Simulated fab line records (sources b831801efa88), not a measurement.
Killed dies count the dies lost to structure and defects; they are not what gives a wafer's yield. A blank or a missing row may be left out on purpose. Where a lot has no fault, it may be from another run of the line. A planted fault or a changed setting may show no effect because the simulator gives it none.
fab line records	flow gf180mcu
[record] lots = 24	wafers = 72	last_day = 34
route steps=602 shown NWELL@49 VT_IMPLANT@119 DUAL_GATE@152 SALICIDE@286 M1@330 TOP_METAL@581
lots with no fault: from the same line, run without faults
start_h: the number of hours between the record's first day and the start of the first shown wafer of the lot	wait_h: hours from the lot's prior step to this one	" as in the row above	L1.1+2: a single row standing in for several wafers	- no value, or no start was given	* or withheld: withheld	< > ~ a bound
route shown NAME@n: a module of which the file shows steps, and the number in the route of the first	usual: mean and standard deviation over wafers with no fault	same: alike in all rows	chamber/n: place in a boat	sites: the reading at each site	_std_site: their standard deviation	_edge_site: inner sites' mean taken away from outer sites' mean	radius_mm: for every site, how far away it sits from the centre of the wafer	mask NAME#n: copy n	behind: the last tool/chamber to shape the wafer	hold: what put the lot on hold/how long, in hours/how the hold closed	device: whichever transistor did not switch (one of n, p or np)	end of line: the same wafers' tests at the end of the route	for a step that has no rows: nothing shown but its recipe	killed: dies lost to structure and defects at the first sort, not the wafer's yield	map: a wafer's dies, x killed, . not, _ none there
set.NAME: the setting as run; set.NAME@STEP: as run at that earlier step	model.NAME: the simulator's own value behind a step, which no gauge read
steps of the route over a sample of lots; a table a step, a row a wafer
services: the hour from which a tool's chamber was out of use, counted from the record's first day as start_h (under 0 if before that day), plus the number of hours and why
[[steps]]
[step GF_NWELL_OVL_MEAS_07]
[usual] NWELL_OVL = 1.1/1.8
lot.wafer	tool	chamber	start_h	wait_h	NWELL_OVL[nm]
L074.2	overlay-02	-	55.93	-	1.0
L074.5	"	-	"	"	0.9
L074.6	"	-	"	"	-0.4
L075.1	overlay-01	-	62.31	-	2.7
L075.3	"	-	"	"	3.1
L075.4	"	-	"	"	2.4
L076.2	overlay-02	-	68.26	-	-1.4
L076.4	"	-	"	"	-1.4
L076.6	"	-	"	"	-1.5
L077.1	overlay-01	-	74.40	-	2.6
L077.5	"	-	"	"	1.9
L077.6	"	-	"	"	2.8
L078.3	overlay-01	-	78.82	-	1.4
L078.4	"	-	"	"	4.3
L078.6	"	-	"	"	3.2
L079.1	overlay-01	-	84.95	-	-1.2
L079.3	"	-	"	"	0.3
L079.4	"	-	"	"	-1.0
L080.1	overlay-02	-	90.25	-	1.2
L080.5	"	-	"	"	0.7
L080.6	"	-	"	"	1.3
L081.1	overlay-01	-	94.93	-	2.0
L081.2	"	-	"	"	-0.4
L081.4	"	-	"	"	-2.1
L082.3	overlay-02	-	100.37	-	1.8
L082.4	"	-	"	"	0.0
L082.6	"	-	"	"	1.8
L083.1	overlay-02	-	106.06	-	0.8
L083.3	"	-	"	"	1.2
L083.6	"	-	"	"	0.2
L084.3	overlay-02	-	110.87	-	3.4
L084.5	"	-	"	"	5.3
L084.6	"	-	"	"	4.3
L085.4	overlay-01	-	116.22	-	4.2
L085.5	"	-	"	"	2.5
L085.6	"	-	"	"	2.8
L086.1	overlay-02	-	120.43	-	-0.9
L086.3	"	-	"	"	0.1
L086.5	"	-	"	"	-1.8
L087.2	overlay-01	-	125.61	-	3.0
L087.5	"	-	"	"	2.2
L087.6	"	-	"	"	1.1
L088.2	overlay-01	-	130.43	-	1.1
L088.3	"	-	"	"	0.3
L088.6	"	-	"	"	0.6
L089.2	overlay-02	-	137.66	-	-2.9
L089.4	"	-	"	"	-2.2
L089.6	"	-	"	"	-1.7
L090.1	overlay-01	-	141.80	-	1.0
L090.3	"	-	"	"	0.2
L090.6	"	-	"	"	1.1
L091.1	overlay-01	-	148.05	-	2.3
L091.2	"	-	"	"	2.5
L091.6	"	-	"	"	2.5
L092.3	overlay-02	-	153.27	-	0.1
L092.5	"	-	"	"	0.0
L092.6	"	-	"	"	-0.2
L093.1	overlay-02	-	160.68	-	1.7
L093.3	"	-	"	"	0.6
L093.4	"	-	"	"	0.8
L094.2	overlay-02	-	164.98	-	0.8
L094.3	"	-	"	"	1.7
L094.6	"	-	"	"	4.1
L095.2	overlay-02	-	171.16	-	-0.1
L095.4	"	-	"	"	0.8
L095.5	"	-	"	"	1.8
L096.1	overlay-02	-	174.90	-	-1.5
L096.4	"	-	"	"	-1.7
L096.5	"	-	"	"	0.7
L097.3	overlay-01	-	184.86	-	3.0
L097.4	"	-	"	"	2.3
L097.6	"	-	"	"	2.8
[step GF_VT_IMPLANT_OVL_MEAS_29]
[usual] VT_IMPLANT_02_OVL = -0.9/1.4
lot.wafer	tool	chamber	start_h	wait_h	VT_IMPLANT_02_OVL[nm]
L074.2	overlay-01	-	143.28	0.1	-0.8
L074.5	"	-	"	"	-1.3
L074.6	"	-	"	"	-1.7
L075.1	overlay-02	-	149.76	0.1	-1.1
L075.3	"	-	"	"	-0.9
L075.4	"	-	"	"	-2.1
L076.2	overlay-02	-	156.26	0.1	-3.4
L076.4	"	-	"	"	-3.0
L076.6	"	-	"	"	-3.0
L077.1	overlay-02	-	164.36	0.1	-2.0
L077.5	"	-	"	"	0.0
L077.6	"	-	"	"	-1.3
L078.3	overlay-02	-	167.39	0.1	1.1
L078.4	"	-	"	"	0.4
L078.6	"	-	"	"	0.0
L079.1	overlay-01	-	176.82	0.1	0.2
L079.3	"	-	"	"	-0.3
L079.4	"	-	"	"	0.5
L080.1	overlay-02	-	182.97	0.1	-0.6
L080.5	"	-	"	"	-1.1
L080.6	"	-	"	"	-1.1
L081.1	overlay-01	-	189.46	0.1	0.1
L081.2	"	-	"	"	1.3
L081.4	"	-	"	"	-0.1
L082.3	overlay-01	-	195.61	0.1	-2.2
L082.4	"	-	"	"	0.2
L082.6	"	-	"	"	1.1
L083.1	overlay-01	-	201.96	0.1	-1.5
L083.3	"	-	"	"	-3.0
L083.6	"	-	"	"	-1.2
L084.3	overlay-02	-	208.67	0.1	-2.7
L084.5	"	-	"	"	-3.3
L084.6	"	-	"	"	-2.6
L085.4	overlay-02	-	214.99	0.1	-1.9
L085.5	"	-	"	"	-2.1
L085.6	"	-	"	"	-1.7
L086.1	overlay-01	-	220.27	0.1	1.4
L086.3	"	-	"	"	0.4
L086.5	"	-	"	"	0.8
L087.2	overlay-02	-	225.03	0.1	-2.2
L087.5	"	-	"	"	-1.4
L087.6	"	-	"	"	-1.2
L088.2	overlay-01	-	231.63	0.1	-1.5
L088.3	"	-	"	"	-0.4
L088.6	"	-	"	"	-0.2
L089.2	overlay-02	-	241.98	0.1	-0.9
L089.4	"	-	"	"	-2.0
L089.6	"	-	"	"	-1.5
L090.1	overlay-01	-	245.20	0.1	-0.8
L090.3	"	-	"	"	1.3
L090.6	"	-	"	"	1.0
L091.1	overlay-02	-	253.40	0.1	-2.2
L091.2	"	-	"	"	-1.9
L091.6	"	-	"	"	-2.5
L092.3	overlay-02	-	259.89	0.1	-1.0
L092.5	"	-	"	"	-1.8
L092.6	"	-	"	"	-1.2
L093.1	overlay-02	-	268.47	0.1	0.4
L093.3	"	-	"	"	0.1
L093.4	"	-	"	"	0.0
L094.2	overlay-02	-	273.61	0.1	-0.2
L094.3	"	-	"	"	-0.6
L094.6	"	-	"	"	-2.1
L095.2	overlay-01	-	279.76	0.1	1.6
L095.4	"	-	"	"	1.6
L095.5	"	-	"	"	0.1
L096.1	overlay-02	-	285.61	0.1	0.5
L096.4	"	-	"	"	0.3
L096.5	"	-	"	"	-0.2
L097.3	overlay-02	-	296.56	0.1	-3.2
L097.4	"	-	"	"	-3.1
L097.6	"	-	"	"	-1.8
[step GF_DUAL_GATE_OVL_MEAS_11]
[usual] DUAL_GATE_OVL = 1.1/1.3
lot.wafer	tool	chamber	start_h	wait_h	DUAL_GATE_OVL[nm]
L074.2	overlay-01	-	176.46	0.1	2.4
L074.5	"	-	"	"	3.0
L074.6	"	-	"	"	2.7
L075.1	overlay-02	-	185.09	0.1	-1.5
L075.3	"	-	"	"	-1.1
L075.4	"	-	"	"	-1.5
L076.2	overlay-02	-	193.05	0.1	0.8
L076.4	"	-	"	"	-0.5
L076.6	"	-	"	"	0.1
L077.1	overlay-02	-	200.64	0.1	1.7
L077.5	"	-	"	"	0.4
L077.6	"	-	"	"	1.8
L078.3	overlay-01	-	205.16	0.1	3.5
L078.4	"	-	"	"	1.8
L078.6	"	-	"	"	2.5
L079.1	overlay-02	-	217.04	0.1	0.5
L079.3	"	-	"	"	0.7
L079.4	"	-	"	"	0.2
L080.1	overlay-02	-	221.09	0.1	0.5
L080.5	"	-	"	"	1.4
L080.6	"	-	"	"	0.2
L081.1	overlay-02	-	226.92	0.1	1.8
L081.2	"	-	"	"	1.4
L081.4	"	-	"	"	2.4
L082.3	overlay-02	-	232.71	0.1	1.3
L082.4	"	-	"	"	-0.5
L082.6	"	-	"	"	0.6
L083.1	overlay-01	-	242.44	0.1	1.9
L083.3	"	-	"	"	2.0
L083.6	"	-	"	"	1.4
L084.3	overlay-02	-	248.46	0.1	0.0
L084.5	"	-	"	"	-0.5
L084.6	"	-	"	"	-1.1
L085.4	overlay-02	-	253.96	0.1	2.6
L085.5	"	-	"	"	1.6
L085.6	"	-	"	"	2.3
L086.1	overlay-01	-	259.22	0.1	1.0
L086.3	"	-	"	"	1.4
L086.5	"	-	"	"	1.6
L087.2	overlay-01	-	264.76	0.1	0.7
L087.5	"	-	"	"	-0.6
L087.6	"	-	"	"	-1.1
L088.2	overlay-02	-	272.58	0.1	1.0
L088.3	"	-	"	"	0.7
L088.6	"	-	"	"	-0.8
L089.2	overlay-01	-	282.18	0.1	2.2
L089.4	"	-	"	"	2.8
L089.6	"	-	"	"	2.7
L090.1	overlay-01	-	288.45	0.1	1.9
L090.3	"	-	"	"	3.4
L090.6	"	-	"	"	2.8
L091.1	overlay-01	-	295.57	0.1	2.6
L091.2	"	-	"	"	1.9
L091.6	"	-	"	"	2.0
L092.3	overlay-02	-	301.98	0.1	-0.4
L092.5	"	-	"	"	-0.1
L092.6	"	-	"	"	-0.2
L093.1	overlay-02	-	311.39	0.1	2.2
L093.3	"	-	"	"	0.6
L093.4	"	-	"	"	2.5
L094.2	overlay-02	-	316.63	0.1	1.4
L094.3	"	-	"	"	1.3
L094.6	"	-	"	"	2.6
L095.2	overlay-02	-	322.73	0.1	0.8
L095.4	"	-	"	"	1.7
L095.5	"	-	"	"	0.8
L096.1	overlay-01	-	329.79	0.1	0.4
L096.4	"	-	"	"	1.1
L096.5	"	-	"	"	-0.9
L097.3	overlay-01	-	340.13	0.1	-0.2
L097.4	"	-	"	"	0.6
L097.6	"	-	"	"	0.8
[step GF_SALICIDE_RTA_08]
[recipe] temp_c = 800	time_s = 30	ambient = N2
[usual] lamp_power_pct = 17.41/0.25	wafer_temp_C_max = 802.6/1
lot.wafer	tool	chamber	start_h	wait_h	lamp_power_pct	wafer_temp_C_max
L074.2	rtp_anneal-02	0	342.61	0.0	17.70	803.4
L074.5	"	0	"	"	17.70	803.3
L074.6	"	0	"	"	17.66	803.0
L075.1	rtp_anneal-01	0	352.80	0.0	17.18	802.7
L075.3	"	0	"	"	17.18	802.0
L075.4	"	0	"	"	17.18	802.2
L076.2	rtp_anneal-01	0	364.23	0.0	17.18	801.5
L076.4	"	0	"	"	17.19	802.0
L076.6	"	0	"	"	17.16	802.0
L077.1	rtp_anneal-02	0	372.88	0.0	17.69	804.2
L077.5	"	0	"	"	17.69	804.7
L077.6	"	0	"	"	17.70	803.0
L078.3	rtp_anneal-01	0	378.39	0.0	17.16	802.5
L078.4	"	0	"	"	17.17	802.0
L078.6	"	0	"	"	17.17	802.3
L079.1	rtp_anneal-01	0	394.71	0.0	17.20	801.0
L079.3	"	0	"	"	17.17	802.0
L079.4	"	0	"	"	17.16	801.2
L080.1	rtp_anneal-01	0	399.63	0.0	17.19	802.1
L080.5	"	0	"	"	17.18	801.7
L080.6	"	0	"	"	17.17	802.1
L081.1	rtp_anneal-01	0	405.44	0.0	17.18	801.9
L081.2	"	0	"	"	17.18	801.6
L081.4	"	0	"	"	17.17	802.2
L082.3	rtp_anneal-02	0	411.38	0.0	17.71	804.3
L082.4	"	0	"	"	17.67	803.2
L082.6	"	0	"	"	17.68	802.3
L083.1	rtp_anneal-02	0	426.30	0.0	17.63	805.0
L083.3	"	0	"	"	17.66	804.4
L083.6	"	0	"	"	17.71	804.4
L084.3	rtp_anneal-01	0	430.51	0.0	17.17	802.0
L084.5	"	0	"	"	17.16	802.1
L084.6	"	0	"	"	17.18	802.0
L085.4	rtp_anneal-02	0	440.13	0.1	17.64	804.0
L085.5	"	0	"	"	17.69	803.3
L085.6	"	0	"	"	17.71	802.8
L086.1	rtp_anneal-02	0	445.57	0.0	17.70	805.5
L086.3	"	0	"	"	17.69	801.8
L086.5	"	0	"	"	17.68	803.6
L087.2	rtp_anneal-01	0	454.22	0.0	17.16	801.4
L087.5	"	0	"	"	17.17	801.3
L087.6	"	0	"	"	17.17	801.6
L088.2	rtp_anneal-02	0	464.43	0.0	17.68	805.0
L088.3	"	0	"	"	17.69	805.9
L088.6	"	0	"	"	17.67	802.7
L089.2	rtp_anneal-02	0	474.42	0.0	17.70	803.1
L089.4	"	0	"	"	17.70	802.2
L089.6	"	0	"	"	17.66	803.8
L090.1	rtp_anneal-02	0	482.20	0.0	17.68	803.2
L090.3	"	0	"	"	17.68	803.5
L090.6	"	0	"	"	17.68	804.4
L091.1	rtp_anneal-01	0	492.05	0.0	17.19	802.2
L091.2	"	0	"	"	17.16	802.0
L091.6	"	0	"	"	17.18	801.5
L092.3	rtp_anneal-01	0	500.35	0.0	17.17	801.9
L092.5	"	0	"	"	17.19	801.8
L092.6	"	0	"	"	17.16	801.4
L093.1	rtp_anneal-01	0	508.51	0.0	17.17	801.3
L093.3	"	0	"	"	17.20	801.1
L093.4	"	0	"	"	17.21	801.4
L094.2	rtp_anneal-02	0	515.22	0.0	17.67	803.2
L094.3	"	0	"	"	17.69	803.4
L094.6	"	0	"	"	17.69	803.4
L095.2	rtp_anneal-01	0	522.34	0.0	17.18	801.5
L095.4	"	0	"	"	17.18	802.7
L095.5	"	0	"	"	17.19	801.6
L096.1	rtp_anneal-01	0	531.44	0.0	17.15	801.9
L096.4	"	0	"	"	17.20	801.2
L096.5	"	0	"	"	17.19	801.9
L097.3	rtp_anneal-02	0	539.69	0.0	17.70	804.3
L097.4	"	0	"	"	17.68	802.8
L097.6	"	0	"	"	17.72	803.7
[step GF_M1_OVL_MEAS_15]
[usual] M1_OVL = 0/4.8
lot.wafer	tool	chamber	start_h	wait_h	M1_OVL[nm]
L074.2	overlay-02	-	389.88	0.1	5
L074.5	"	-	"	"	6
L074.6	"	-	"	"	8
L075.1	overlay-02	-	399.72	0.1	1
L075.3	"	-	"	"	-5
L075.4	"	-	"	"	-1
L076.2	overlay-02	-	412.73	0.1	-5
L076.4	"	-	"	"	-7
L076.6	"	-	"	"	-6
L077.1	overlay-02	-	422.37	0.1	-6
L077.5	"	-	"	"	-4
L077.6	"	-	"	"	2
L078.3	overlay-01	-	427.48	0.1	1
L078.4	"	-	"	"	4
L078.6	"	-	"	"	-4
L079.1	overlay-01	-	444.79	0.1	2
L079.3	"	-	"	"	1
L079.4	"	-	"	"	1
L080.1	overlay-01	-	449.87	0.1	0
L080.5	"	-	"	"	2
L080.6	"	-	"	"	1
L081.1	overlay-01	-	456.73	0.1	4
L081.2	"	-	"	"	6
L081.4	"	-	"	"	2
L082.3	overlay-01	-	461.50	0.1	-8
L082.4	"	-	"	"	-8
L082.6	"	-	"	"	-5
L083.1	overlay-01	-	477.44	0.1	-3
L083.3	"	-	"	"	3
L083.6	"	-	"	"	6
L084.3	overlay-01	-	481.75	0.1	3
L084.5	"	-	"	"	-5
L084.6	"	-	"	"	-6
L085.4	overlay-01	-	491.19	0.1	2
L085.5	"	-	"	"	2
L085.6	"	-	"	"	8
L086.1	overlay-01	-	496.24	0.1	-3
L086.3	"	-	"	"	1
L086.5	"	-	"	"	2
L087.2	overlay-01	-	505.10	0.1	1
L087.5	"	-	"	"	-1
L087.6	"	-	"	"	3
L088.2	overlay-02	-	513.63	0.1	7
L088.3	"	-	"	"	0
L088.6	"	-	"	"	6
L089.2	overlay-02	-	524.07	0.1	-1
L089.4	"	-	"	"	-4
L089.6	"	-	"	"	-6
L090.1	overlay-02	-	531.44	0.1	2
L090.3	"	-	"	"	0
L090.6	"	-	"	"	-4
L091.1	overlay-02	-	541.32	0.1	-3
L091.2	"	-	"	"	4
L091.6	"	-	"	"	-3
L092.3	overlay-02	-	548.93	0.1	3
L092.5	"	-	"	"	8
L092.6	"	-	"	"	-2
L093.1	overlay-02	-	556.42	0.1	-3
L093.3	"	-	"	"	0
L093.4	"	-	"	"	-1
L094.2	overlay-01	-	562.67	0.1	-1
L094.3	"	-	"	"	5
L094.6	"	-	"	"	-3
L095.2	overlay-01	-	569.37	0.1	4
L095.4	"	-	"	"	6
L095.5	"	-	"	"	7
L096.1	overlay-02	-	579.24	0.1	-15
L096.4	"	-	"	"	-10
L096.5	"	-	"	"	-4
L097.3	overlay-02	-	587.28	0.1	-4
L097.4	"	-	"	"	-1
L097.6	"	-	"	"	0
[step GF_TOP_METAL_CD_MEAS_14]
[recipe] target_cd_nm = 440
[usual] cd_nm = 440.1/2.3
lot.wafer	tool	chamber	start_h	wait_h	cd_nm
L074.2	cd_sem-02	-	655.82	0.1	438.3
L074.5	"	-	"	"	438.0
L074.6	"	-	"	"	438.2
L075.1	cd_sem-01	-	661.45	0.1	440.9
L075.3	"	-	"	"	438.4
L075.4	"	-	"	"	439.2
L076.2	cd_sem-01	-	672.52	0.1	443.4
L076.4	"	-	"	"	443.1
L076.6	"	-	"	"	442.9
L077.1	cd_sem-01	-	682.85	0.1	440.5
L077.5	"	-	"	"	440.2
L077.6	"	-	"	"	442.2
L078.3	cd_sem-01	-	684.83	0.1	441.2
L078.4	"	-	"	"	442.7
L078.6	"	-	"	"	441.7
L079.1	cd_sem-01	-	700.49	0.1	437.4
L079.3	"	-	"	"	438.4
L079.4	"	-	"	"	438.0
L080.1	cd_sem-02	-	704.20	0.1	438.9
L080.5	"	-	"	"	439.9
L080.6	"	-	"	"	438.7
L081.1	cd_sem-02	-	707.47	0.2	437.0
L081.2	"	-	"	"	438.4
L081.4	"	-	"	"	436.0
L082.3	cd_sem-02	-	710.89	0.1	440.2
L082.4	"	-	"	"	441.4
L082.6	"	-	"	"	443.5
L083.1	cd_sem-02	-	723.55	0.1	438.5
L083.3	"	-	"	"	439.5
L083.6	"	-	"	"	439.4
L084.3	cd_sem-02	-	728.08	0.1	441.2
L084.5	"	-	"	"	439.1
L084.6	"	-	"	"	440.7
L085.4	cd_sem-02	-	732.40	0.1	441.9
L085.5	"	-	"	"	443.4
L085.6	"	-	"	"	442.2
L086.1	cd_sem-02	-	736.84	0.1	438.5
L086.3	"	-	"	"	439.3
L086.5	"	-	"	"	438.1
L087.2	cd_sem-02	-	743.24	0.2	441.5
L087.5	"	-	"	"	442.6
L087.6	"	-	"	"	440.5
L088.2	cd_sem-02	-	749.72	0.1	441.4
L088.3	"	-	"	"	442.4
L088.6	"	-	"	"	446.1
L089.2	cd_sem-02	-	757.82	0.1	438.5
L089.4	"	-	"	"	439.4
L089.6	"	-	"	"	436.6
L090.1	cd_sem-02	-	763.94	0.5	435.7
L090.3	"	-	"	"	436.9
L090.6	"	-	"	"	435.8
L091.1	cd_sem-02	-	768.69	0.2	438.0
L091.2	"	-	"	"	439.4
L091.6	"	-	"	"	440.8
L092.3	cd_sem-02	-	776.44	0.1	442.8
L092.5	"	-	"	"	443.8
L092.6	"	-	"	"	443.2
L093.1	cd_sem-02	-	782.46	0.3	439.5
L093.3	"	-	"	"	438.4
L093.4	"	-	"	"	442.1
L094.2	cd_sem-02	-	785.97	0.1	437.3
L094.3	"	-	"	"	435.1
L094.6	"	-	"	"	438.2
L095.2	cd_sem-02	-	793.16	0.1	438.7
L095.4	"	-	"	"	440.9
L095.5	"	-	"	"	440.1
L096.1	cd_sem-02	-	797.79	0.1	444.5
L096.4	"	-	"	"	440.9
L096.5	"	-	"	"	442.1
L097.3	cd_sem-02	-	801.43	0.2	441.1
L097.4	"	-	"	"	443.0
L097.6	"	-	"	"	439.8
[[services]]
tool	chamber	start_h	hours	kind
rtp_anneal-01	-	466.78	2.8	pm
rtp_anneal-02	-	486.74	4.3	pm
[[key]]
fault none
